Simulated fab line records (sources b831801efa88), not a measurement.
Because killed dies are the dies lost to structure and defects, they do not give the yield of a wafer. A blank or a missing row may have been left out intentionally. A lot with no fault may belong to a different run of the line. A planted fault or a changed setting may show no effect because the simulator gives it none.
Which tool is to blame? :: flow sky130 :: 72 wafers from 24 lots sampled at 3 of the route's 708 steps

## WHAT EACH GAUGE READ, for each wafer
SKY_FIELD_ISO_BOW_MEAS_00.
lot: L074
measured: day 1 10:00
on: film_metro-03
INCOMING_BOW (um): 0 -2 2

lot: L075
measured: day 1 15:00
on: film_metro-04
INCOMING_BOW (um): 14 -2 -7

lot: L076
measured: day 1 20:01
on: film_metro-03
INCOMING_BOW (um): 6 7 7

lot: L077
measured: day 2 01:00
on: film_metro-04
INCOMING_BOW (um): -10 -8 -3

lot: L078
measured: day 2 06:00
on: film_metro-04
INCOMING_BOW (um): 10 3 -5

lot: L079
measured: day 2 11:01
on: film_metro-03
INCOMING_BOW (um): 5 1 -1

lot: L080
measured: day 2 16:01
on: film_metro-02
INCOMING_BOW (um): 0 5 -6

lot: L081
measured: day 2 21:00
on: film_metro-04
INCOMING_BOW (um): -2 -2 -3

lot: L082
measured: day 3 02:01
on: film_metro-02
INCOMING_BOW (um): -6 -7 15

lot: L083
measured: day 3 07:00
on: film_metro-03
INCOMING_BOW (um): 4 -5 -3

lot: L084
measured: day 3 12:02
on: film_metro-04
INCOMING_BOW (um): 4 -3 2

lot: L085
measured: day 3 17:00
on: film_metro-03
INCOMING_BOW (um): -2 0 6

lot: L086
measured: day 3 22:02
on: film_metro-04
INCOMING_BOW (um): 3 -6 -3

lot: L087
measured: day 4 03:01
on: film_metro-02
INCOMING_BOW (um): -9 12 2

lot: L088
measured: day 4 08:01
on: film_metro-03
INCOMING_BOW (um): -14 -2 15

lot: L089
measured: day 4 13:01
on: film_metro-03
INCOMING_BOW (um): -5 9 0

lot: L090
measured: day 4 18:01
on: film_metro-04
INCOMING_BOW (um): 0 1 -2

lot: L091
measured: day 4 23:00
on: film_metro-04
INCOMING_BOW (um): 2 2 4

lot: L092
measured: day 5 04:00
on: film_metro-02
INCOMING_BOW (um): 1 -1 1

lot: L093
measured: day 5 09:02
on: film_metro-04
INCOMING_BOW (um): 0 12 12

lot: L094
measured: day 5 14:00
on: film_metro-03
INCOMING_BOW (um): 7 10 12

lot: L095
measured: day 5 19:00
on: film_metro-04
INCOMING_BOW (um): 5 2 -1

lot: L096
measured: day 6 00:02
on: film_metro-02
INCOMING_BOW (um): -12 -2 0

lot: L097
measured: day 6 05:01
on: film_metro-03
INCOMING_BOW (um): -6 9 21

SKY_FIELD_ISO_THK_MEAS_04.
lot: L074
measured: day 1 19:23
on: film_metro-03
FIELD_ISO_CVD_03_THK (nm): 166.2 165.6 165.0

lot: L075
measured: day 1 19:23
on: film_metro-04
FIELD_ISO_CVD_03_THK (nm): 162.6 163.9 163.0

lot: L076
measured: day 2 06:59
on: film_metro-03
FIELD_ISO_CVD_03_THK (nm): 163.4 162.7 163.5

lot: L077
measured: day 2 06:58
on: film_metro-04
FIELD_ISO_CVD_03_THK (nm): 165.4 167.1 165.4

lot: L078
measured: day 2 11:23
on: film_metro-02
FIELD_ISO_CVD_03_THK (nm): 163.7 163.5 162.8

lot: L079
measured: day 2 15:26
on: film_metro-02
FIELD_ISO_CVD_03_THK (nm): 165.9 165.6 165.6

lot: L080
measured: day 2 20:52
on: film_metro-02
FIELD_ISO_CVD_03_THK (nm): 162.6 164.6 164.7

lot: L081
measured: day 3 00:29
on: film_metro-02
FIELD_ISO_CVD_03_THK (nm): 167.4 169.6 169.3

lot: L082
measured: day 3 05:29
on: film_metro-03
FIELD_ISO_CVD_03_THK (nm): 164.1 163.2 164.0

lot: L083
measured: day 3 14:07
on: film_metro-03
FIELD_ISO_CVD_03_THK (nm): 163.9 164.8 163.4

lot: L084
measured: day 3 18:29
on: film_metro-02
FIELD_ISO_CVD_03_THK (nm): 164.6 165.0 163.6

lot: L085
measured: day 3 20:29
on: film_metro-03
FIELD_ISO_CVD_03_THK (nm): 164.8 166.9 166.0

lot: L086
measured: day 4 02:23
on: film_metro-04
FIELD_ISO_CVD_03_THK (nm): 164.5 165.7 165.3

lot: L087
measured: day 4 09:49
on: film_metro-02
FIELD_ISO_CVD_03_THK (nm): 162.0 164.1 163.8

lot: L088
measured: day 4 11:42
on: film_metro-04
FIELD_ISO_CVD_03_THK (nm): 162.6 163.1 165.2

lot: L089
measured: day 4 19:13
on: film_metro-03
FIELD_ISO_CVD_03_THK (nm): 163.4 165.9 163.5

lot: L090
measured: day 5 00:37
on: film_metro-02
FIELD_ISO_CVD_03_THK (nm): 161.6 164.0 163.5

lot: L091
measured: day 5 04:00
on: film_metro-03
FIELD_ISO_CVD_03_THK (nm): 164.7 162.5 165.8

lot: L092
measured: day 5 09:15
on: film_metro-02
FIELD_ISO_CVD_03_THK (nm): 164.1 163.7 163.9

lot: L093
measured: day 5 12:30
on: film_metro-03
FIELD_ISO_CVD_03_THK (nm): 168.3 167.4 166.2

lot: L094
measured: day 5 18:11
on: film_metro-04
FIELD_ISO_CVD_03_THK (nm): 166.8 167.0 166.6

lot: L095
measured: day 5 22:55
on: film_metro-04
FIELD_ISO_CVD_03_THK (nm): 168.4 169.0 169.6

lot: L096
measured: day 6 06:14
on: film_metro-04
FIELD_ISO_CVD_03_THK (nm): 167.4 167.3 168.5

lot: L097
measured: day 6 09:58
on: film_metro-04
FIELD_ISO_CVD_03_THK (nm): 165.4 165.5 164.6

SKY_LOCAL_INTERCONNECT_OVL_MEAS_12.
lot: L074
measured: day 30 07:59
on: overlay-02
LOCAL_INTERCONNECT_OVL (nm): -2 -1 -4

lot: L075
measured: day 30 06:02
on: overlay-02
LOCAL_INTERCONNECT_OVL (nm): -7 7 2

lot: L076
measured: day 30 19:13
on: overlay-01
LOCAL_INTERCONNECT_OVL (nm): -3 -8 -1

lot: L077
measured: day 31 01:11
on: overlay-02
LOCAL_INTERCONNECT_OVL (nm): -1 -4 3

lot: L078
measured: day 31 16:11
on: overlay-01
LOCAL_INTERCONNECT_OVL (nm): 3 -3 1

lot: L079
measured: day 32 00:04
on: overlay-02
LOCAL_INTERCONNECT_OVL (nm): 5 1 4

lot: L080
measured: day 32 04:51
on: overlay-01
LOCAL_INTERCONNECT_OVL (nm): 2 -2 5

lot: L081
measured: day 32 14:16
on: overlay-02
LOCAL_INTERCONNECT_OVL (nm): 0 -3 -7

lot: L082
measured: day 32 18:36
on: overlay-02
LOCAL_INTERCONNECT_OVL (nm): 1 -7 -10

lot: L083
measured: day 33 05:05
on: overlay-02
LOCAL_INTERCONNECT_OVL (nm): 0 2 0

lot: L084
measured: day 33 16:35
on: overlay-02
LOCAL_INTERCONNECT_OVL (nm): -7 -9 -1

lot: L085
measured: day 34 00:23
on: overlay-01
LOCAL_INTERCONNECT_OVL (nm): -4 -4 -10

lot: L086
measured: day 34 02:56
on: overlay-02
LOCAL_INTERCONNECT_OVL (nm): -4 -6 -7

lot: L087
measured: day 34 13:48
on: overlay-01
LOCAL_INTERCONNECT_OVL (nm): -3 2 -4

lot: L088
measured: day 34 20:47
on: overlay-02
LOCAL_INTERCONNECT_OVL (nm): -3 -6 -1

lot: L089
measured: day 34 21:18
on: overlay-02
LOCAL_INTERCONNECT_OVL (nm): 0 4 4

lot: L090
measured: day 35 09:20
on: overlay-01
LOCAL_INTERCONNECT_OVL (nm): -10 -11 -9

lot: L091
measured: day 35 15:26
on: overlay-02
LOCAL_INTERCONNECT_OVL (nm): 1 2 3

lot: L092
measured: day 35 18:29
on: overlay-02
LOCAL_INTERCONNECT_OVL (nm): -11 -12 -6

lot: L093
measured: day 35 22:44
on: overlay-02
LOCAL_INTERCONNECT_OVL (nm): -10 2 -1

lot: L094
measured: day 36 22:01
on: overlay-02
LOCAL_INTERCONNECT_OVL (nm): -6 5 -6

lot: L095
measured: day 37 08:50
on: overlay-01
LOCAL_INTERCONNECT_OVL (nm): 6 4 4

lot: L096
measured: day 38 02:44
on: overlay-01
LOCAL_INTERCONNECT_OVL (nm): 4 -1 3

lot: L097
measured: day 37 17:08
on: overlay-02
LOCAL_INTERCONNECT_OVL (nm): 0 -4 0

## EACH LOT AND THE TOOL THAT RAN IT (in order: tool; ch and the chambers of the sampled wafers; start)
The record holds no process step before these readings.

## WHAT THE TOOLS THEMSELVES READ (means of the sampled wafers that have a number; where no wafer has one, the mark that the record gives instead)
The record holds no such reading with a usual standard deviation.

## THE ANSWER, worked out from the rows above alone
Rule: usual is defined by the lots themselves. Put in order of their means at a reading, lots are off if they are a third of the lots or fewer, leave a main group of 4 or more, and stand apart from it by a gap of 3 or more times the standard deviation of the main group's means; of several such gaps the widest counts. A main group is skipped when, at the precision printed for the reading in the tables above, its means are all equal. Also off: a lot with no number at a reading for which 4 or more lots have one. The other lots that the step has rows for count as sound. The gauges are gone through in route order, then the tools' own readings, and for those a lot's mean is taken as printed above. The first step at which some lot is off is used, and at that step the reading that is off furthest; a lot without a number counts as furthest.
No lot is off at any reading shown: from this, nothing can be told.

## WHAT THE SIMULATOR HAD PUT IN
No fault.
